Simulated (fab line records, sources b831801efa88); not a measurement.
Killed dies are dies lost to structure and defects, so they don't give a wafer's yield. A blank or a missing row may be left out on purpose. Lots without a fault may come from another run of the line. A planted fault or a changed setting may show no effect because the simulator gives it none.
Chamber matching | flow sky130 | SKY_POLY_GATE_ETCH_17 on rie_si-01: 4 sister chambers
The step etches poly-Si in HBr/Cl2, stops on SiO2, target depth 180 nm, time 70.5 s. 14 wafers are shown with their chamber, then 7 later ones without.

WAFERS WITH THEIR CHAMBER
wafer  | chamber | drypump_motor_current_A (A) | run_length_s (s) | oes_product_au (a.u.)
L398.5 | 1       | 5.58                        | 98.9             | 0.999
L398.6 | 2       | 5.14                        | 98.9             | 0.982
L399.2 | 1       | 5.58                        | 99.2             | 0.983
L408.3 | 0       | 5.04                        | 99.1             | 0.986
L408.4 | 2       | 5.14                        | 98.7             | 0.988
L408.5 | 1       | 5.59                        | 99.4             | 0.999
L410.3 | 2       | 5.16                        | 98.4             | 0.984
L410.4 | 0       | 5.01                        | 99.7             | 0.984
L410.6 | 2       | 5.18                        | 98.8             | 0.989
L412.4 | 2       | 5.17                        | 98.5             | 0.986
L412.5 | 0       | 5.00                        | 99.3             | 0.985
L412.6 | 3       | 5.25                        | 98.3             | 0.978
L414.1 | 1       | 5.58                        | 98.7             | 0.982
L414.3 | 0       | 5.01                        | 99.4             | 0.980

SIGNATURES (means of the wafers above)
reading                 | chamber 0 | chamber 1 | chamber 2 | chamber 3 | scatter within a chamber
drypump_motor_current_A | 5.0150    | 5.5825    | 5.1580    | 5.2500    | 0.015
run_length_s            | 99.375    | 99.050    | 98.660    | 98.300    | 0.255
oes_product_au          | 0.98375   | 0.99075   | 0.98580   | 0.97800   | 0.00571
Rule: a wafer's distance from a chamber is the root of the sum, over the readings, of the square of ((its reading less the chamber's mean) divided by the reading's scatter). The wafer belongs to the nearest chamber; if the next one is less than 2 further off, it can't be placed. The scatter: the root of (the sum of the squares of (reading less its chamber's mean) over the shown wafers, divided by (wafers less chambers)).

WAFERS WITHOUT THEIR CHAMBER
wafer  | drypump_motor_current_A (A) | run_length_s (s) | oes_product_au (a.u.)
L414.5 | 5.59                        | 99.0             | 0.987
L416.1 | 4.97                        | 99.1             | 0.980
L416.2 | 5.25                        | 98.4             | 0.987
L416.3 | 5.58                        | 98.9             | 0.980
L418.1 | 5.19                        | 98.7             | 0.992
L418.3 | 5.04                        | 99.2             | 0.982
L418.6 | 5.19                        | 98.4             | 0.998

WHICH CHAMBER EACH WENT THROUGH
wafer  | from the rows above | in truth
L414.5 | 1                   | 1
L416.1 | 0                   | 0
L416.2 | 3                   | 3
L416.3 | 1                   | 1
L418.1 | 2                   | 2
L418.3 | 0                   | 0
L418.6 | 2                   | 2
Placed correctly: 7 of 7. Can't be placed from these rows: 0. Placed wrongly: 0.
